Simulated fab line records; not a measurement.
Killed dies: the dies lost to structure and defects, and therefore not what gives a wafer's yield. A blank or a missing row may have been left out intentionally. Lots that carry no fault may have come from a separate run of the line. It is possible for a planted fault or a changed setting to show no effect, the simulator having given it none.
A single fault, viewed from 2 desks | flow gf180mcu | every desk sees just its own numbers, and what lay behind them comes last

## DESK OF THE TOOL OWNER: litho_track-02
The tool's own readings at GF_STI_PEB_10 (peb time 90 s): means of the sampled wafers that have a number, for each lot that ran on this tool. Any lot whose mean is over 4 standard deviations away from the usual mean is out of limits and marked OUT; that distance is given in the brackets.
Columns: A = heater_power_total_W at GF_STI_PEB_10, usual 85.70 W
lot  | first seen here | A
L633 | day 2 16:41     | 85.65
L645 | day 5 06:13     | 86.93 (+15) OUT
L648 | day 5 22:25     | 86.95 (+15) OUT
This desk's verdict: out of limits on L645, L648, starting with L645 at day 5 06:13 (heater_power_total_W at GF_STI_PEB_10). L633 stayed within limits.

## THE METROLOGY DESK
What the gauges read for every lot (on any tool): the sampled wafers with a number, averaged. Any lot whose mean is over 4 standard deviations away from the usual mean is out of limits and marked OUT; that distance is given in the brackets.
Columns: A = INCOMING_BOW at GF_STI_BOW_MEAS_00, usual -1 um; B = STI_OXIDATION_01_THK at GF_STI_THK_MEAS_22, usual 14.93 nm; C = VT_IMPLANT_03_OVL at GF_VT_IMPLANT_OVL_MEAS_40, usual 0.1 nm
lot  | first seen here | A  | B     | C
L631 | day 1 15:00     | -1 | 15.10 | 2.1
L632 | day 1 20:01     | 3  | 15.08 | -1.3
L633 | day 2 01:02     | 0  | 14.43 | -2.7
L634 | day 2 06:01     | 6  | 15.05 | -1.6
L635 | day 2 11:00     | 0  | 14.68 | 0.5
L636 | day 2 16:01     | -2 | 15.40 | -1.0
L639 | day 3 07:00     | 0  | 14.89 | 1.2
L645 | day 4 13:00     | -2 | 14.73 | 1.9
L647 | day 4 23:00     | -3 | 14.64 | -0.6
L648 | day 5 04:00     | -1 | 14.91 | -0.9
L649 | day 5 09:02     | -3 | 14.97 | 1.1
L651 | day 5 19:00     | 0  | 15.14 | 1.2
L652 | day 6 00:00     | 4  | 15.21 | 1.4
L653 | day 6 05:00     | 1  | 15.16 | -2.3
This desk found nothing out of limits on any of the 14 lots.

## PUT TOGETHER
An alarm could have come from the tool owner's desk at day 5 06:13, on L645, L648.
At the metrology desk, nothing out of limits was observed.
The metrology desk has L645, L648 on record, within its limits.
The lots listed all ran GF_STI_PEB_10 on litho_track-02.

## WHAT THE SIMULATOR PUT IN
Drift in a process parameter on litho_track-02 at GF_STI_PEB_10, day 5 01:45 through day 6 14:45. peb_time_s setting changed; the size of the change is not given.
Struck lots among those shown: L645, L648.
How many hours passed from the start of the fault until each desk's first out-of-limits reading: the tool owner's desk, 4.
